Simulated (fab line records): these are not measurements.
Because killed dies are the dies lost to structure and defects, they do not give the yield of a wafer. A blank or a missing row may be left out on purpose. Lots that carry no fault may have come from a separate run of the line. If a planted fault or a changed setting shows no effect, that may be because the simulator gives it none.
Shared-tool check + flow sky130 + 42 wafers sampled across 12 lots

== REASON FOR OPENING ==
SKY_SONOS_ONO_THK_MEAS_05, reading SONOS_ONO_CVD_04_THK: flagged on 2 of 12 lots. No-fault wafers: 5.70 nm, standard deviation 0.097.
Rule: a lot gets a flag if all its wafers with a number sit over 4 standard deviations from that mean, or if no wafer of it has a number. As for the other lots, they are considered sound.

| lot  | measured     | on            | SONOS_ONO_CVD_04_THK (nm), wafer by wafer | flag    |
|------|--------------|---------------|-------------------------------------------|---------|
| L552 | day 11 21:47 | film_metro-03 | 5.60 5.59 5.72                            |         |
| L553 | day 12 05:14 | film_metro-03 | 5.63 5.61 5.57                            |         |
| L554 | day 12 23:30 | film_metro-01 | 5.78 5.85 5.72                            |         |
| L555 | day 12 23:32 | film_metro-04 | 5.73 5.65 5.65                            |         |
| L556 | day 13 03:18 | film_metro-04 | 9.01 8.96 8.94 9.01 8.97 8.92             | FLAGGED |
| L557 | day 13 21:31 | film_metro-03 | 9.08 8.95 9.07 9.15 8.97 9.14             | FLAGGED |
| L567 | day 16 18:16 | film_metro-04 | 5.63 5.65 5.53                            |         |
| L568 | day 17 01:50 | film_metro-03 | 5.62 5.69 5.59                            |         |
| L569 | day 17 09:41 | film_metro-03 | 5.62 5.76 5.76                            |         |
| L570 | day 17 13:39 | film_metro-04 | 5.72 5.61 5.70                            |         |
| L574 | day 19 00:35 | film_metro-01 | 5.70 5.68 5.64                            |         |
| L575 | day 19 06:17 | film_metro-04 | 5.80 5.91 5.83                            |         |
The mean of the flagged lots' numbers is 9.01 nm, +3.31 nm from the usual (+34 standard deviations).

== LOT BY LOT: THE TOOL USED ==
The record holds 1 process step before the reading, out of a route of 708 steps. Each cell gives the tool, then ch followed by the chambers the sampled wafers passed through, then the start.
| lot  | flag    | SKY_SONOS_ONO_CVD_04        |
|------|---------|-----------------------------|
| L552 |         | lpcvd-03 ch 1, day 11 20:32 |
| L553 |         | lpcvd-03 ch 1, day 12 03:22 |
| L554 |         | lpcvd-03 ch 0, day 12 22:15 |
| L555 |         | lpcvd-03 ch 1, day 12 22:15 |
| L556 | FLAGGED | lpcvd-03 ch 0, day 13 02:03 |
| L557 | FLAGGED | lpcvd-03 ch 0, day 13 20:16 |
| L567 |         | lpcvd-03 ch 0, day 16 17:01 |
| L568 |         | lpcvd-03 ch 1, day 17 00:35 |
| L569 |         | lpcvd-03 ch 1, day 17 07:47 |
| L570 |         | lpcvd-03 ch 1, day 17 11:46 |
| L574 |         | lpcvd-03 ch 0, day 18 23:20 |
| L575 |         | lpcvd-03 ch 0, day 19 05:00 |
What is done by these steps:
- SKY_SONOS_ONO_CVD_04: deposits SiO2 from SiH4/N2O, target thk 5.7199 nm.
- SKY_SONOS_ONO_THK_MEAS_05

== FLAGGED AGAINST TOTAL, ONE TOOL AT A TIME (gauges that did the reading follow at the end) ==
| step                      | tool          | lots run | flagged | share of the flagged lots | sound lots run after its first flagged lot |
|---------------------------|---------------|----------|---------|---------------------------|--------------------------------------------|
| SKY_SONOS_ONO_CVD_04      | lpcvd-03      | 12       | 2       | all                       | 6 (L567,L568,L569,L570,L574,L575)          |
| SKY_SONOS_ONO_THK_MEAS_05 | film_metro-01 | 2        | 0       | none                      | -                                          |
| SKY_SONOS_ONO_THK_MEAS_05 | film_metro-03 | 5        | 1       | some                      | 2 (L568,L569)                              |
| SKY_SONOS_ONO_THK_MEAS_05 | film_metro-04 | 5        | 1       | some                      | 3 (L567,L570,L575)                         |

== WHAT THE TABLE PERMITS ==
All flagged lots share 1 row of the table, namely lpcvd-03 at SKY_SONOS_ONO_CVD_04.
- lpcvd-03 at SKY_SONOS_ONO_CVD_04: 2 of its 12 lots flagged. Sound lots followed the first flagged one (L567, L568, L569, L570, L574, L575) on it, something a lasting fault affecting the whole tool could not allow. Its own readings lie more than 4 standard deviations out on every wafer of the flagged lots: spike_tc_bottom_C, spike_tc_centre_C, spike_tc_lower_C, spike_tc_top_C, spike_tc_upper_C, susceptor_temp_C, zone_power_lower_pct, zone_power_upper_pct.
There is no row in the table that ran each flagged lot and no sound lot after the first.

== WHAT HAD BEEN PUT IN BY THE SIMULATOR ==
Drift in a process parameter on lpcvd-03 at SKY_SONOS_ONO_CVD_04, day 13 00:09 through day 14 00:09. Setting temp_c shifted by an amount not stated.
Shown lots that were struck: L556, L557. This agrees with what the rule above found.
